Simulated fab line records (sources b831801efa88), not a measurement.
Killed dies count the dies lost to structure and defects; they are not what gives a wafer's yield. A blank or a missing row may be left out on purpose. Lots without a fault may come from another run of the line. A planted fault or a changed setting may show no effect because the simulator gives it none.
fab line records    flow sky130
record lots=5  wafers=15  last_day=49
route steps=708 shown LDD_LDN@299 SPACER@304 POLY_CUT@307
lots that met no fault: from a run of the same line without faults
start_h: start of the lot's first displayed wafer, in hours after the record's first day    wait_h: hours since the lot's step before    " repeats the value in the row above    L1.1+2: several wafers, shown together as one row    - no value, or no start was given    * or withheld: withheld    < > ~ a bound
route shown NAME@n: NAME is a module with steps in the file, n the number in the route of the first one    usual: mean and standard deviation over wafers with no fault    same: alike in all rows    chamber/n: place in a boat    sites: per-site readings    _std_site: standard deviation of those values    _edge_site: outer sites' mean less inner sites'    radius_mm: for every site, how far away it sits from the centre of the wafer    mask NAME#n: copy n    behind: the tool/chamber that last shaped the wafer    hold: why the lot was held/for how many hours/how that ended    device: whichever transistor did not switch (one of n, p or np)    end of line: at the end of the route, the tests of the same wafers    a step given without rows: its recipe and nothing more    killed: dies that structure and defects cost at the first sort, which is not the same as the wafer's yield    map: dies across one wafer; x = killed, . = not, _ = none there
set.NAME: the setting that was run; set.NAME@STEP: the one run at that earlier step    model.NAME: the simulator's own value behind a step, which no gauge read
lots at selected steps of the route; one table per step, one row per wafer
services: a tool's chamber out of use, with start hour (start_h, from the record's first day; less than 0 if before it), hours out, and reason
## steps
# step SKY_LDD_LDN_IMPLANT_10
# recipe species=As  energy_kev=15  dose_cm2=1.25e+13  tilt_deg=withheld  rotation_deg=203
# same implant_ion_amu=75
lot.wafer   tool          chamber  start_h  wait_h
L076.1+3+6  implanter-02  0        531.05   0.1
L084.1+2+4  implanter-02  0        611.86   0.1
L086.2+5+6  implanter-02  0        624.70   0.1
L088.3+5+6  implanter-01  0        640.71   0.1
L091.1+3+6  implanter-01  0        658.16   0.1
# step SKY_LDD_LDN_IMPLANT_11
# recipe species=As  energy_kev=15  dose_cm2=1.25e+13  tilt_deg=withheld  rotation_deg=293
# same implant_ion_amu=75
lot.wafer   tool          chamber  start_h  wait_h
L076.1+3+6  implanter-02  0        531.20   0.1
L084.1+2+4  implanter-02  0        612.01   0.1
L086.2+5+6  implanter-02  0        624.85   0.1
L088.3+5+6  implanter-01  0        640.86   0.1
L091.1+3+6  implanter-01  0        658.31   0.1
# step SKY_LDD_LDN_STRIP_12
# recipe chemistry=O2/N2  power_w=1400  pressure_mtorr=1500  platen_temp_c=withheld  o2_flow_sccm=3000  n2_flow_sccm=300  overash_fraction=0.5
# usual chamber_pressure_mTorr=1499.9/1.3  drypump_motor_current_A=5.87/0.26  oes_product_au=0.715/0.0044  strip_time_to_endpoint_s=14.17/0.034
lot.wafer  tool             chamber  start_h  wait_h  chamber_pressure_mTorr  drypump_motor_current_A  oes_product_au  rf_hours_counter_h  strip_time_to_endpoint_s
L076.1     plasma_asher-04  1        531.35   0.1     1501.2                  5.92                     0.721           91                  14.19
L076.3     "                1        "        "       1497.6                  5.93                     0.720           -                   14.19
L076.6     "                1        "        "       1500.4                  5.92                     0.715           -                   14.20
L084.1     plasma_asher-02  1        612.16   0.1     1498.3                  6.13                     0.716           18                  14.16
L084.2     "                0        "        "       1498.1                  5.85                     0.718           18                  14.16
L084.4     "                0        "        "       1498.7                  5.87                     0.712           -                   14.17
L086.2     plasma_asher-04  1        624.97   0.1     1496.7                  5.91                     0.719           100                 14.19
L086.5     "                0        "        "       1501.5                  5.62                     0.715           -                   14.16
L086.6     "                1        "        "       1499.1                  5.93                     0.720           -                   14.20
L088.3     plasma_asher-02  0        640.99   0.1     1500.0                  5.85                     0.713           -                   14.16
L088.5     "                0        "        "       1499.8                  5.84                     0.714           -                   14.21
L088.6     "                1        "        "       1503.2                  6.15                     0.716           -                   14.23
L091.1     plasma_asher-04  1        658.46   0.1     1500.9                  5.95                     0.719           104                 14.18
L091.3     "                1        "        "       1499.5                  5.95                     0.722           -                   14.17
L091.6     "                1        "        "       1500.0                  5.95                     0.711           -                   14.18
# step SKY_LDD_LDN_TW_MEAS_13
# usual LDD_LDN_TW=1472/10
lot.wafer  tool           chamber  start_h  wait_h  LDD_LDN_TW
L076.1     film_metro-01  -        531.45   0.1     1473
L076.3     "              -        "        "       1471
L076.6     "              -        "        "       1463
L084.1     film_metro-01  -        612.26   0.1     1467
L084.2     "              -        "        "       1458
L084.4     "              -        "        "       1472
L086.2     film_metro-01  -        625.08   0.1     1466
L086.5     "              -        "        "       1458
L086.6     "              -        "        "       1460
L088.3     film_metro-01  -        641.08   0.1     1464
L088.5     "              -        "        "       1463
L088.6     "              -        "        "       1469
L091.1     film_metro-03  -        658.56   0.1     1472
L091.3     "              -        "        "       1482
L091.6     "              -        "        "       1476
# step SKY_LDD_LDN_CLEAN_14
# recipe chemistry=SC1/SC2  mix=1:4:20  temp_c=70  time_s=150  dry=n2_spin
lot.wafer   tool          chamber  start_h  wait_h
L076.1+3+6  wet_bench-03  1        531.51   0.1
L084.1+2+4  wet_bench-04  0        612.32   0.1
L086.2+5+6  wet_bench-04  2        625.13   0.0
L088.3+5+6  wet_bench-04  0        641.12   0.0
L091.1+3+6  wet_bench-01  3        658.62   0.1
# step SKY_SPACER_CVD_00
# recipe material=Si3N4  precursor=DCS/NH3  target_thk_nm=43.1  temp_c=770  time_s=740  pressure_mtorr=250
lot.wafer   tool      chamber  start_h  wait_h
L076.1+3+6  lpcvd-02  1        531.56   0.0
L084.1+2+4  lpcvd-02  0        612.37   0.0
L086.2+5+6  lpcvd-02  1        626.59   1.4
L088.3+5+6  lpcvd-02  0        641.17   0.0
L091.1+3+6  lpcvd-02  0        674.74   16.1
# step SKY_SPACER_THK_MEAS_01
# recipe reads=Si3N4_of_SPACER_CVD_00
# usual SPACER_CVD_00_THK=43.1/0.43
lot.wafer  tool           chamber  start_h  wait_h  SPACER_CVD_00_THK[nm]
L076.1     film_metro-01  -        532.77   0.0     43.3
L076.3     "              -        "        "       43.3
L076.6     "              -        "        "       43.2
L084.1     film_metro-02  -        614.18   0.0     42.9
L084.2     "              -        "        "       43.2
L084.4     "              -        "        "       43.1
L086.2     film_metro-02  -        628.40   0.0     42.9
L086.5     "              -        "        "       42.9
L086.6     "              -        "        "       43.1
L088.3     film_metro-01  -        642.99   0.0     42.7
L088.5     "              -        "        "       42.7
L088.6     "              -        "        "       42.6
L091.1     film_metro-01  -        676.55   0.0     43.5
L091.3     "              -        "        "       43.8
L091.6     "              -        "        "       43.3
# step SKY_SPACER_ETCHBACK_02
# recipe chemistry=CH3F/O2  target=Si3N4  stop_on=SiO2  source_w=400  bias_w=80  pressure_mtorr=25  ch3f_flow_sccm=40  O2_flow_sccm=30  time_s=46.7  target_depth_a=450
# usual chamber_pressure_mTorr=25.000/0.023  drypump_motor_current_A=5.6/0.44  oes_product_au=0.854/0.0066  throttle_valve_pct=10.563/0.0088
lot.wafer  tool         chamber  start_h  wait_h  chamber_pressure_mTorr  drypump_motor_current_A  oes_product_au  rf_hours_counter_h  throttle_valve_pct
L076.1     rie_diel-01  1        532.83   0.1     25.016                  5.4                      0.848           72                  10.567
L076.3     "            3        "        "       24.951                  6.0                      0.853           1                   10.562
L076.6     "            3        "        "       25.025                  6.0                      0.851           -                   10.561
L084.1     rie_diel-03  2        614.24   0.1     24.992                  6.1                      0.853           2                   10.553
L084.2     "            3        "        "       25.016                  4.7                      0.853           13                  10.570
L084.4     "            1        "        "       25.005                  5.8                      0.853           19                  10.572
L086.2     rie_diel-02  2        628.45   0.0     24.997                  6.1                      0.864           8                   10.559
L086.5     "            3        "        "       25.003                  5.2                      0.849           -                   10.550
L086.6     "            0        "        "       25.000                  5.8                      0.860           -                   10.548
L088.3     rie_diel-01  0        643.03   0.0     24.990                  5.1                      0.846           2                   10.559
L088.5     "            0        "        "       24.958                  5.0                      0.851           -                   10.569
L088.6     "            1        "        "       25.042                  5.4                      0.846           -                   10.578
L091.1     rie_diel-02  2        676.61   0.1     24.990                  6.1                      0.860           9                   10.573
L091.3     "            0        "        "       24.999                  5.8                      0.867           7                   10.562
L091.6     "            2        "        "       24.977                  6.2                      0.856           -                   10.561
# step SKY_POLY_CUT_DEHYDRATE_00
# recipe temp_c=200  time_s=60
# usual exhaust_pa=44.9/0.79  plate_temp_C=199.99/0.15
lot.wafer  tool            chamber  start_h  wait_h  exhaust_pa  plate_temp_C
L076.1     litho_track-03  0        546.87   14.0    43.7        199.94
L076.3     "               0        "        "       44.6        199.75
L076.6     "               0        "        "       44.3        199.98
L084.1     litho_track-01  0        627.66   13.4    46.5        199.86
L084.2     "               0        "        "       45.7        200.12
L084.4     "               0        "        "       43.4        199.87
L086.2     litho_track-02  0        642.13   13.7    44.8        199.73
L086.5     "               0        "        "       45.2        199.94
L086.6     "               0        "        "       45.4        199.94
L088.3     litho_track-03  0        656.77   13.7    45.1        200.22
L088.5     "               0        "        "       46.4        200.27
L088.6     "               0        "        "       45.7        200.16
L091.1     litho_track-01  0        689.41   12.8    43.6        200.14
L091.3     "               0        "        "       45.3        200.01
L091.6     "               0        "        "       45.3        200.15
# step SKY_POLY_CUT_HMDS_01
# recipe prime_time_s=60  prime_temp_c=120
# usual exhaust_pa=44.9/0.79
lot.wafer  tool            chamber  start_h  wait_h  exhaust_pa
L076.1     litho_track-03  0        547.02   0.1     44.6
L076.3     "               0        "        "       43.9
L076.6     "               0        "        "       44.5
L084.1     litho_track-01  0        627.81   0.1     45.7
L084.2     "               0        "        "       44.3
L084.4     "               0        "        "       45.1
L086.2     litho_track-02  0        642.28   0.1     44.5
L086.5     "               0        "        "       44.5
L086.6     "               0        "        "       45.2
L088.3     litho_track-03  0        656.92   0.1     46.6
L088.5     "               0        "        "       45.5
L088.6     "               0        "        "       44.9
L091.1     litho_track-01  0        689.56   0.1     43.9
L091.3     "               0        "        "       43.7
L091.6     "               0        "        "       43.3
# step SKY_POLY_CUT_COAT_02
# recipe resist=BARC  temp_c=withheld  time_s=withheld  spin_rpm=3000  resist_thk_nm=60
# usual exhaust_pa=44.8/0.84
lot.wafer  tool            chamber  start_h  wait_h  exhaust_pa
L076.1     litho_track-03  0        547.17   0.1     45.2
L076.3     "               0        "        "       44.6
L076.6     "               0        "        "       44.8
L084.1     litho_track-01  0        627.96   0.1     45.9
L084.2     "               0        "        "       45.7
L084.4     "               0        "        "       44.7
L086.2     litho_track-02  0        642.43   0.1     44.6
L086.5     "               0        "        "       46.2
L086.6     "               0        "        "       45.1
L088.3     litho_track-03  0        657.07   0.1     46.6
L088.5     "               0        "        "       46.1
L088.6     "               0        "        "       46.3
L091.1     litho_track-01  0        689.71   0.1     43.5
L091.3     "               0        "        "       44.8
L091.6     "               0        "        "       44.1
# step SKY_POLY_CUT_COAT_03
# recipe resist=KrF-thick  spin_rpm=3000  resist_thk_nm=450
# usual exhaust_pa=45.1/0.9
lot.wafer  tool            chamber  start_h  wait_h  exhaust_pa
L076.1     litho_track-03  0        -        -       44.4
L076.3     "               0        "        "       45.6
L076.6     "               0        "        "       45.4
L084.1     litho_track-01  0        -        -       45.2
L084.2     "               0        "        "       44.3
L084.4     "               0        "        "       46.8
L086.2     litho_track-02  0        -        -       45.4
L086.5     "               0        "        "       44.9
L086.6     "               0        "        "       45.9
L088.3     litho_track-03  0        -        -       44.2
L088.5     "               0        "        "       43.6
L088.6     "               0        "        "       43.7
L091.1     litho_track-01  0        -        -       46.4
L091.3     "               0        "        "       46.0
L091.6     "               0        "        "       45.0
# step SKY_POLY_CUT_SOFTBAKE_04
# recipe temp_c=100  time_s=90  resist=KrF-thick
# usual exhaust_pa=44.8/0.85  plate_temp_C=99.98/0.12
lot.wafer  tool            chamber  start_h  wait_h  exhaust_pa  plate_temp_C
L076.1     litho_track-03  0        -        -       45.6        100.01
L076.3     "               0        "        "       44.2        99.86
L076.6     "               0        "        "       45.3        99.83
L084.1     litho_track-01  0        -        -       45.1        99.81
L084.2     "               0        "        "       44.3        99.85
L084.4     "               0        "        "       44.8        99.88
L086.2     litho_track-02  0        -        -       46.3        99.79
L086.5     "               0        "        "       46.1        99.94
L086.6     "               0        "        "       46.3        99.88
L088.3     litho_track-03  0        -        -       44.8        99.72
L088.5     "               0        "        "       45.6        99.81
L088.6     "               0        "        "       45.2        99.95
L091.1     litho_track-01  0        -        -       45.7        99.96
L091.3     "               0        "        "       45.9        100.02
L091.6     "               0        "        "       45.3        100.11
# step SKY_POLY_CUT_EXPOSE_05
# recipe mask_id=NPCM  na=0.8  source_shape=annular  sigma_inner=0.55  sigma_outer=0.85  target_cd_nm=270  dose_mj=32
# usual focus_offset_nm=0.1/0.52  reticle_temp_C=22.99/0.11
lot.wafer  tool            chamber  start_h  wait_h  mask    focus_offset_nm  reticle_temp_C
L076.1     krf_scanner-02  0        -        -       NPCM#0  0.0              22.93
L076.3     "               0        "        "       NPCM#0  0.0              23.11
L076.6     "               0        "        "       NPCM#0  -0.3             22.93
L084.1     krf_scanner-02  0        -        -       NPCM#0  1.1              23.12
L084.2     "               0        "        "       NPCM#0  -0.5             23.12
L084.4     "               0        "        "       NPCM#0  0.3              23.12
L086.2     krf_scanner-02  0        -        -       NPCM#0  -0.2             22.82
L086.5     "               0        "        "       NPCM#0  0.0              22.81
L086.6     "               0        "        "       NPCM#0  -0.4             22.94
L088.3     krf_scanner-01  0        -        -       NPCM#0  0.0              23.03
L088.5     "               0        "        "       NPCM#0  0.5              23.00
L088.6     "               0        "        "       NPCM#0  0.8              22.88
L091.1     krf_scanner-02  0        -        -       NPCM#0  -0.4             23.06
L091.3     "               0        "        "       NPCM#0  -0.5             22.96
L091.6     "               0        "        "       NPCM#0  -0.1             22.99
## services
tool            chamber  start_h  hours  kind
implanter-02    -        516.22   4.1    repair
krf_scanner-02  -        528.90   1.0    pm
rie_diel-03     0        529.14   17.2   repair
krf_scanner-01  -        541.78   0.8    pm
rie_diel-02     0        544.32   13.7   repair
krf_scanner-02  -        554.53   1.3    pm
krf_scanner-01  -        555.06   1.4    repair
krf_scanner-01  -        558.74   3.6    pm
rie_diel-01     2        573.13   13.9   repair
krf_scanner-02  -        594.58   0.8    pm
rie_diel-01     3        596.15   1.8    repair
krf_scanner-02  -        598.16   0.3    repair
rie_diel-03     -        600.12   0.2    repair
implanter-02    -        605.16   3.6    repair
rie_diel-02     3        617.56   4.7    repair
wet_bench-03    -        621.61   3.7    repair
implanter-01    -        622.93   3.5    pm
implanter-01    -        629.99   1.0    repair
rie_diel-03     1        631.98   4.4    repair
krf_scanner-01  -        632.80   1.4    repair
implanter-02    -        641.98   4.1    pm
lpcvd-02        -        643.03   28.1   pm
implanter-01    -        645.76   4.9    repair
rie_diel-02     3        685.81   13.3   repair
## key
fault none
